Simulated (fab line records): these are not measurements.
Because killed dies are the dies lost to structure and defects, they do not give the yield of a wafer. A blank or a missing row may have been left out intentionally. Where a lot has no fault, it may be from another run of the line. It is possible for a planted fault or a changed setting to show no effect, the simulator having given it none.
Which tool is to blame? | flow sky130 | 36 wafers sampled from 12 lots at 1 step of a route of 708

WHAT EACH GAUGE READ, for each wafer
SKY_FIELD_ISO_THK_MEAS_04.
lot  | measured    | on           | FIELD_ISO_CVD_03_THK (nm)
L075 | day 1 18:30 | filmMetro-01 | 166.4 167.1 166.3
L077 | day 2 05:28 | filmMetro-04 | 165.6 166.1 166.0
L079 | day 2 14:29 | filmMetro-01 | 162.9 164.5 163.4
L081 | day 3 04:26 | filmMetro-01 | 164.0 166.0 165.7
L083 | day 3 10:58 | filmMetro-01 | 164.3 164.4 164.1
L085 | day 3 20:34 | filmMetro-01 | 168.0 166.1 167.4
L087 | day 4 06:37 | filmMetro-04 | 166.6 165.7 167.8
L089 | day 4 17:44 | filmMetro-01 | 165.0 164.8 165.0
L091 | day 5 04:38 | filmMetro-01 | 166.8 165.5 166.2
L093 | day 5 13:31 | filmMetro-02 | 166.6 165.7 166.9
L095 | day 5 23:31 | filmMetro-01 | 167.7 167.1 166.1
L097 | day 6 08:31 | filmMetro-01 | 166.8 166.4 167.3

WHAT TOOL EACH LOT RAN ON (gives the tool, then ch and the chambers of the sampled wafers, and finally the start)
No process step before these readings appears in the record.

THE ANSWER, worked out from the rows above alone
Rule: usual is defined by the lots themselves. Put in order of their means at a reading, lots are off if they are a third of the lots or fewer, leave a main group of 4 or more, and stand apart from it by a gap of 3 or more times the standard deviation of the main group's means; of several such gaps the widest counts. The tables above print the reading to a certain number of digits; a main group whose means all agree to those digits is not used. A lot without any number at a reading at which 4 lots or more have one is off too. Any other lot the step has rows for is counted as sound.
No lot is off at any reading shown: from this, nothing can be told.

WHAT THE SIMULATOR HAD INSERTED
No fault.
